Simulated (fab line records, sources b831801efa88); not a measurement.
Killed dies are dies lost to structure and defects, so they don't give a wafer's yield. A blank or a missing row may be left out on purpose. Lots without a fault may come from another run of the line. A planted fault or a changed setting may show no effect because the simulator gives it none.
Which tool did it? | flow gf180mcu | 13 lots, 36 wafers sampled, at 4 steps of a route of 602

WHAT THE GAUGES READ, wafer by wafer
GF_PSD_CD_MEAS_07: target cd 400 nm. Usual: cd_nm 400.1 nm, standard deviation 1.9.
lot  | measured     | on        | cd_nm (nm)        | flag
L149 | day 14 08:26 | cd_sem-01 | 399.7 397.5 400.1 |
L150 | day 14 14:44 | cd_sem-01 | 398.0 400.5 398.8 |
L151 | day 15 01:28 | cd_sem-01 | 402.4 400.3 400.7 |
L152 | day 15 07:20 | cd_sem-02 | 401.6 400.7       |
L153 | day 15 13:44 | cd_sem-01 | 399.4 399.6 400.4 |
L155 | day 17 01:13 | cd_sem-01 | 398.3 397.6 395.8 |
L158 | day 18 14:02 | cd_sem-01 | 399.1 396.5 398.9 |
L159 | day 19 00:22 | cd_sem-02 | 402.8 401.9       |
L160 | day 19 07:05 | cd_sem-02 | 400.4 399.4 401.5 |
L161 | day 19 13:08 | cd_sem-02 | 398.8 398.7 397.9 |
L162 | day 19 15:38 | cd_sem-02 | 401.2 400.5 399.5 |
L164 | day 19 19:44 | cd_sem-02 | 399.6 399.9 401.9 |
L170 | day 21 19:03 | cd_sem-01 | 400.4 403.7       |

GF_V1_THK_MEAS_03. Usual: V1_CVD_02_THK 852 nm, standard deviation 13.
lot  | measured     | on            | V1_CVD_02_THK (nm) | flag
L149 | day 17 06:16 | film_metro-01 | 831 833 865        |
L150 | day 17 13:23 | film_metro-02 | 844 840 845        |
L151 | day 18 02:36 | film_metro-04 | 826 834 852        |
L152 | day 18 06:59 | film_metro-02 | 863 871            |
L153 | day 18 15:07 | film_metro-02 | 838 842 847        |
L155 | day 20 05:33 | film_metro-02 | 832 850 861        |
L158 | day 21 19:04 | film_metro-04 | 862 846 878        |
L159 | day 22 05:45 | film_metro-01 | 854 847            |
L160 | day 22 18:02 | film_metro-01 | 574 576 581        | OFF
L161 | day 22 18:05 | film_metro-02 | 866 843 883        |
L162 | day 22 19:00 | film_metro-01 | 832 855 851        |
L164 | day 22 23:43 | film_metro-02 | 567 565 585        | OFF
L170 | day 24 20:02 | film_metro-02 | 839 850            |

WHICH TOOL RAN EACH LOT (tool, then ch and the chambers of the sampled wafers, then the start)
lot  | GF_M1_SPUTTER_01             | GF_V1_CVD_02
L149 | pvd_sputter-04, day 16 07:02 | pecvd-02 ch 0,1,2, day 17 06:12
L150 | pvd_sputter-01, day 16 13:50 | pecvd-03 ch 1,2, day 17 13:19
L151 | pvd_sputter-01, day 17 01:56 | pecvd-02 ch 0,1, day 18 02:32
L152 | pvd_sputter-03, day 17 06:55 | pecvd-02 ch 0,2, day 18 06:55
L153 | pvd_sputter-03, day 17 13:59 | pecvd-04 ch 0,1,2, day 18 15:02
L155 | pvd_sputter-04, day 19 04:01 | pecvd-04 ch 0,2, day 20 05:29
L158 | pvd_sputter-03, day 20 17:52 | pecvd-02 ch 1,2, day 21 19:00
L159 | pvd_sputter-03, day 21 04:20 | pecvd-04 ch 1,2, day 22 05:41
L160 | pvd_sputter-03, day 21 17:10 | pecvd-04 ch 1,2, day 22 17:57
L161 | pvd_sputter-01, day 21 17:22 | pecvd-02 ch 0,2, day 22 18:01
L162 | pvd_sputter-03, day 21 19:04 | pecvd-03 ch 0,2, day 22 18:54
L164 | pvd_sputter-03, day 21 23:40 | pecvd-04 ch 1,2, day 22 23:39
L170 | pvd_sputter-04, day 23 21:02 | pecvd-03 ch 0,1, day 24 19:58
- GF_M1_SPUTTER_01: material TiN, target thk 30 nm, time 25 s.
- GF_V1_CVD_02: deposits SiO2 from TEOS, target thk 850 nm, time 94.851 s.

WHAT THE TOOLS THEMSELVES READ (means of the sampled wafers that have a number; where no wafer has one, the mark that the record gives instead)
GF_M1_SPUTTER_01. Usual: throttle_valve_pct 29.7 %, standard deviation 1.1.
lot  | tool           | throttle_valve_pct (%) | flag
L149 | pvd_sputter-04 | 29.6                   |
L150 | pvd_sputter-01 | 29.8                   |
L151 | pvd_sputter-01 | 28.9                   |
L152 | pvd_sputter-03 | 29.9                   |
L153 | pvd_sputter-03 | 30.1                   |
L155 | pvd_sputter-04 | 29.9                   |
L158 | pvd_sputter-03 | 29.8                   |
L159 | pvd_sputter-03 | 31.1                   |
L160 | pvd_sputter-03 | 30.1                   |
L161 | pvd_sputter-01 | 28.6                   |
L162 | pvd_sputter-03 | 31.7                   |
L164 | pvd_sputter-03 | 29.9                   |
L170 | pvd_sputter-04 | 29.9                   |

GF_V1_CVD_02. Usual: heater_power_outer_w 397 W, standard deviation 70; heater_power_w 688 W, standard deviation 100; rf_fwd_power_W 597.1 W, standard deviation 2.1.
lot  | tool     | heater_power_outer_w (W) | heater_power_w (W) | rf_fwd_power_W (W) | flag
L149 | pecvd-02 | 391                      | 693                | 598.4              |
L150 | pecvd-03 | 490                      | 863                | 598.1              |
L151 | pecvd-02 | 383                      | 658                | 599.0              |
L152 | pecvd-02 | 316                      | 578                | 596.5              |
L153 | pecvd-04 | 392                      | 679                | 596.4              |
L155 | pecvd-04 | 407                      | 675                | 599.1              |
L158 | pecvd-02 | 362                      | 669                | 597.7              |
L159 | pecvd-04 | 391                      | 704                | 598.3              |
L160 | pecvd-04 | 347                      | 632                | 598.2              |
L161 | pecvd-02 | 326                      | 604                | 595.4              |
L162 | pecvd-03 | 450                      | 738                | 594.4              |
L164 | pecvd-04 | 383                      | 682                | 597.0              |
L170 | pecvd-03 | 447                      | 727                | 596.9              |

THE ANSWER, worked out from the rows above alone
Rule: a lot is off if the mean of its wafers that have a number lies more than 3 standard deviations from the usual mean. A lot without any number at a reading at which 4 lots or more have one is off too. The other lots that the step has rows for count as sound. The gauges are gone through in route order, then the tools' own readings, and for those a lot's mean is taken as printed above. The first step at which some lot is off is used, and at that step the reading that is off furthest; a lot without a number counts as furthest.
Off: L160, L164, at GF_V1_THK_MEAS_03 (V1_CVD_02_THK).
A tool fits if, at a process step before that reading, it ran every lot that is off, and no sound lot after the first of them. The gauges at GF_V1_THK_MEAS_03 are tried like those tools. One fits: pecvd-04 at GF_V1_CVD_02. Its last sound lot is L159 (day 22 05:41), its first lot that is off L160 (day 22 17:57): a fault that began between those two fits.

WHAT THE SIMULATOR HAD PUT IN
Process parameter drift: pecvd-04, from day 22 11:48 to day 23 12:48, at GF_V1_CVD_02. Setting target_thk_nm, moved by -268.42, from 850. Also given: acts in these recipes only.
Lots struck among those shown: L160, L164. The rule above found the same.
